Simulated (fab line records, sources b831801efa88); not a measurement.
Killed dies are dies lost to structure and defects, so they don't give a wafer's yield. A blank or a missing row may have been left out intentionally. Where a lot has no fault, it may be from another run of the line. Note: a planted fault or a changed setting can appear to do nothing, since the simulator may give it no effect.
What tool caused it? | flow sky130 | 45 wafers from 15 lots sampled at 4 of the route's 708 steps

## WHAT THE GAUGES READ, wafer by wafer
SKY_CAP2M_OVL_MEAS_12. Usual: CAP2M_OVL typically reads 0.1 nm, with standard deviation 1.5.
lot  | measured     | on         | CAP2M_OVL (nm) | flag
L755 | day 41 00:40 | overlay-02 | -2.0 -2.5 -0.8 | 
L758 | day 41 16:45 | overlay-01 | 0.3 1.9 1.2    | 
L759 | day 42 20:02 | overlay-01 | 1.9 2.8 1.5    | 
L760 | day 42 21:40 | overlay-01 | 1.7 2.0 1.3    | 
L763 | day 43 02:04 | overlay-01 | 0.6 0.6 2.1    | 
L765 | day 43 17:28 | overlay-02 | -0.2 -0.9 -0.3 | 
L766 | day 43 23:49 | overlay-02 | 1.7 0.9 1.4    | 
L767 | day 44 05:04 | overlay-02 | -1.2 -1.1 -0.3 | 
L771 | day 45 05:26 | overlay-01 | -2.0 0.1 -1.2  | 
L773 | day 45 11:10 | overlay-01 | -0.3 -2.3 -2.0 | 
L775 | day 46 07:08 | overlay-01 | 0.7 1.7 1.0    | 
L774 | day 46 08:38 | overlay-02 | 0.0 0.3 -0.8   | 
L776 | day 46 10:29 | overlay-01 | 1.5 2.3 1.1    | 
L777 | day 46 18:25 | overlay-02 | 0.1 -0.7 1.0   | 
L778 | day 46 22:12 | overlay-02 | -0.3 -0.3 -0.5 | 

SKY_VIA4_THK_MEAS_01. Usual: VIA4_HDPCVD_THK typically reads 1748 nm, with standard deviation 17.
lot  | measured     | on           | VIA4_HDPCVD_THK (nm) | flag
L755 | day 42 03:01 | filmMetro-03 | 1750 1752 1748       | 
L758 | day 42 18:49 | filmMetro-04 | 1744 1745 1747       | 
L759 | day 43 20:50 | filmMetro-04 | 1767 1757 1766       | 
L760 | day 43 22:28 | filmMetro-03 | 1716 1713 1720       | 
L763 | day 44 03:55 | filmMetro-04 | 1730 1740 1758       | 
L771 | day 46 04:19 | filmMetro-01 | 1756 1744 1755       | 
L773 | day 46 08:54 | filmMetro-04 | 1729 1747 1730       | 
L775 | day 47 05:06 | filmMetro-04 | 1771 1777 1791       | 
L774 | day 47 06:58 | filmMetro-03 | 1729 1752 1725       | 
L776 | day 47 08:35 | filmMetro-01 | 1730 1757 1761       | 
L777 | day 47 17:23 | filmMetro-04 | 1766 1760 1751       | 
L778 | day 47 20:26 | filmMetro-01 | 1733 1740 1722       | 

## EACH LOT AND THE TOOL THAT RAN IT (in order: tool; ch and the chambers of the sampled wafers; start)
lot  | SKY_METAL4_SPUTTER_01       | SKY_METAL4_STRIP_19
L755 | pvdSputter-03, day 39 23:49 | plasmaAsher-03 ch 0,1, day 42 02:10
L758 | pvdSputter-01, day 40 16:05 | plasmaAsher-02 ch 1, day 42 18:02
L759 | pvdSputter-01, day 41 20:07 | plasmaAsher-04 ch 0,1, day 43 20:01
L760 | pvdSputter-03, day 41 21:16 | plasmaAsher-03 ch 0,1, day 43 21:41
L763 | pvdSputter-01, day 42 02:53 | plasmaAsher-02 ch 0,1, day 44 02:38
L765 | pvdSputter-03, day 42 18:55 | plasmaAsher-03 ch 0,1, day 44 15:40
L766 | pvdSputter-02, day 43 00:23 | plasmaAsher-04 ch 0,1, day 44 22:34
L767 | pvdSputter-03, day 43 06:16 | plasmaAsher-02 ch 0,1, day 45 02:22
L771 | pvdSputter-01, day 44 08:27 | plasmaAsher-02 ch 0,1, day 46 03:32
L773 | pvdSputter-02, day 44 13:28 | plasmaAsher-04 ch 0,1, day 46 08:08
L775 | pvdSputter-03, day 45 10:11 | plasmaAsher-02 ch 0,1, day 47 04:16
L774 | pvdSputter-01, day 45 11:55 | plasmaAsher-03 ch 0,1, day 47 06:07
L776 | pvdSputter-02, day 45 13:38 | plasmaAsher-03 ch 0,1, day 47 07:45
L777 | pvdSputter-01, day 45 21:26 | plasmaAsher-02 ch 0,1, day 47 16:13
L778 | pvdSputter-01, day 46 01:10 | plasmaAsher-02 ch 0,1, day 47 19:37
- SKY_METAL4_SPUTTER_01: material TiN, target thk 20 nm, time 16.7 s.
- SKY_METAL4_STRIP_19: strips in O2/N2.

## AS READ BY THE TOOLS THEMSELVES (means over the sampled wafers that have a number; for cases with no such wafer, the mark the record gives instead)
SKY_METAL4_SPUTTER_01. Usual: throttleValvePct 29.9 %, standard deviation 1.1.
lot  | tool          | throttleValvePct (%) | flag
L755 | pvdSputter-03 | 29.6                 | 
L758 | pvdSputter-01 | 30.1                 | 
L759 | pvdSputter-01 | 29.5                 | 
L760 | pvdSputter-03 | 29.6                 | 
L763 | pvdSputter-01 | 29.5                 | 
L765 | pvdSputter-03 | 29.5                 | 
L766 | pvdSputter-02 | 29.5                 | 
L767 | pvdSputter-03 | 30.2                 | 
L771 | pvdSputter-01 | 30.4                 | 
L773 | pvdSputter-02 | 31.0                 | 
L775 | pvdSputter-03 | 30.1                 | 
L774 | pvdSputter-01 | 30.9                 | 
L776 | pvdSputter-02 | 30.5                 | 
L777 | pvdSputter-01 | 29.6                 | 
L778 | pvdSputter-01 | 30.5                 | 

SKY_METAL4_STRIP_19. Usual: chamberPressureMTorr 1499.9 mTorr, standard deviation 1.3; drypumpMotorCurrentA 5.4 A, standard deviation 0.41; oesProductAu 0.502 a.u., standard deviation 0.0053; stripTimeToEndpointS 6.54 s, standard deviation 0.047.
lot  | tool           | chamberPressureMTorr (mTorr) | drypumpMotorCurrentA (A) | oesProductAu (a.u.) | stripTimeToEndpointS (s) | flag
L755 | plasmaAsher-03 | 1498.8                       | 5.2                      | 0.502               | 6.52                     | 
L758 | plasmaAsher-02 | 1500.6                       | 5.4                      | 0.498               | 6.50                     | 
L759 | plasmaAsher-04 | 1499.9                       | 5.3                      | 0.503               | 6.59                     | 
L760 | plasmaAsher-03 | 1499.8                       | 5.6                      | 0.504               | 6.58                     | 
L763 | plasmaAsher-02 | 1499.5                       | 5.6                      | 0.502               | 6.50                     | 
L765 | plasmaAsher-03 | -                            | -                        | -                   | -                        | OFF
L766 | plasmaAsher-04 | -                            | -                        | -                   | -                        | OFF
L767 | plasmaAsher-02 | -                            | -                        | -                   | -                        | OFF
L771 | plasmaAsher-02 | 1499.3                       | 5.5                      | 0.495               | 6.54                     | 
L773 | plasmaAsher-04 | 1499.9                       | 5.6                      | 0.504               | 6.56                     | 
L775 | plasmaAsher-02 | 1500.0                       | 5.5                      | 0.506               | 6.53                     | 
L774 | plasmaAsher-03 | 1499.7                       | 5.2                      | 0.503               | 6.52                     | 
L776 | plasmaAsher-03 | 1500.6                       | 5.6                      | 0.504               | 6.55                     | 
L777 | plasmaAsher-02 | 1499.7                       | 5.4                      | 0.502               | 6.53                     | 
L778 | plasmaAsher-02 | 1500.0                       | 5.4                      | 0.502               | 6.47                     | 

## THE ANSWER, worked out from the rows above alone
Rule: a lot counts as off when the mean over its wafers that have a number is more than 3 standard deviations away from the usual mean. Also off: a lot with no number at a reading for which 4 or more lots have one. The other lots that the step has rows for count as sound. Order of review: gauges by route order, followed by the tools' own readings, for which a lot's mean as printed above is used. At the first step where some lot is off, the reading lying furthest off is the one used; lots without a number count as furthest.
Off, at SKY_METAL4_STRIP_19 on chamberPressureMTorr: L765, L766, L767. Without a number there: L765, L766, L767.
If a tool, at that step or one of the process steps before it, ran each lot that is off and ran no sound lot following the first of them, it fits. No candidate that was tried fits.

## WHAT WAS PUT IN BY THE SIMULATOR
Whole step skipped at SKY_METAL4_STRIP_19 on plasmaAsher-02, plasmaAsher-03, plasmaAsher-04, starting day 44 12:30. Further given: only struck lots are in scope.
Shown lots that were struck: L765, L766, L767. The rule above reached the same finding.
